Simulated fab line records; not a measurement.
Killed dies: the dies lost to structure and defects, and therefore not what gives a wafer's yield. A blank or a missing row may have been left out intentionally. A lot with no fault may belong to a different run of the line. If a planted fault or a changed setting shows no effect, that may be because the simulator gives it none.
Code-filled problem report in 8D (eight disciplines) form | flow gf180mcu | the parts of the form that need people (team, actions taken, sign-off) are left out

1. THE PROBLEM
At GF_VT_IMPLANT_COAT_13, spin-speed-rpm averages 3253.3 rpm over 6 wafers from 2 lots, while fault-free wafers read 3000.5 rpm, standard deviation 2. So: +99 or more standard deviations from the usual mean.
The step: resist thk 1000 nm.
The first sign was on wafer L200.1 at day 6 11:55, on litho-track-04. At this step, 36 wafers from 12 lots have a number in the record. Rule for "out" (also "out of limits"): further than 4 standard deviations from the usual mean. The rest of the wafers with a number are treated as sound.

2. WHAT IT IS, WHAT IT ISN'T
question                    | is                     | is not
which readings at this step | spin-speed-rpm         | exhaust-pa
which lots                  | L200, L201             | L198, L199, L203, L210, L211, L214, L215, L216, L217, L221
which wafers of those lots  | all that have a number | -
read on which tools         | litho-track-04         | litho-track-01
when                        | from day 6 11:55       | up to then (6 sound wafers); but 24 sound wafers of L203, L210, L211, L214, L215, L216, L217, L221 came after

3. WHAT RULES OUT EACH SUSPECT
Counting: any tool at a process step up to the reading is kept as a suspect provided that every lot that is out went through it and no sound lot did after the first of them.
- litho-track-04 at GF_VT_IMPLANT_COAT_13 (resist thk 1000 nm): kept. It ran every lot that is out, first L200 (day 6 11:55), and no sound lot after that; its last sound lot up to then is L199 (day 6 03:04). On those wafers its own readings are out: spin-speed-rpm.
The count leaves litho-track-04 at GF_VT_IMPLANT_COAT_13.

4. THE CAUSE (what the simulator had put in)
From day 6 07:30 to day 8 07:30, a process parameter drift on litho-track-04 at GF_VT_IMPLANT_COAT_13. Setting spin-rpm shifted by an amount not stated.
Counting left only this tool.

5. SEQUENCE OF EFFECTS, ordered by route
Each row: a reading whose mean over the struck wafers that have a number lies more than 3 standard deviations from the usual. Readings are gone through only where the record gives a usual standard deviation; hours: the median, over the lots, of the time from a lot's start at the first step in this table giving one to that lot's start at this step; sigmas: the change measured in usual standard deviations.
hours | step                   | reading                  | usual      | on struck wafers | change | sigmas
0     | GF_VT_IMPLANT_COAT_13  | spin-speed-rpm           | 3000.5 rpm | 3253.3           | +252.8 | +99 or more
8     | GF_VT_IMPLANT_STRIP_20 | strip-time-to-endpoint-s | 12.64 s    | 12.22            | -0.42  | -11
Its process steps:
- GF_VT_IMPLANT_COAT_13: resist thk 1000 nm.
- GF_VT_IMPLANT_STRIP_20: strips in O2/N2.

6. WHAT WOULD HAVE CAUGHT IT SOONER
First out-of-limits reading in this record: day 6 11:55, which is 4 hours after fault onset at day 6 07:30.
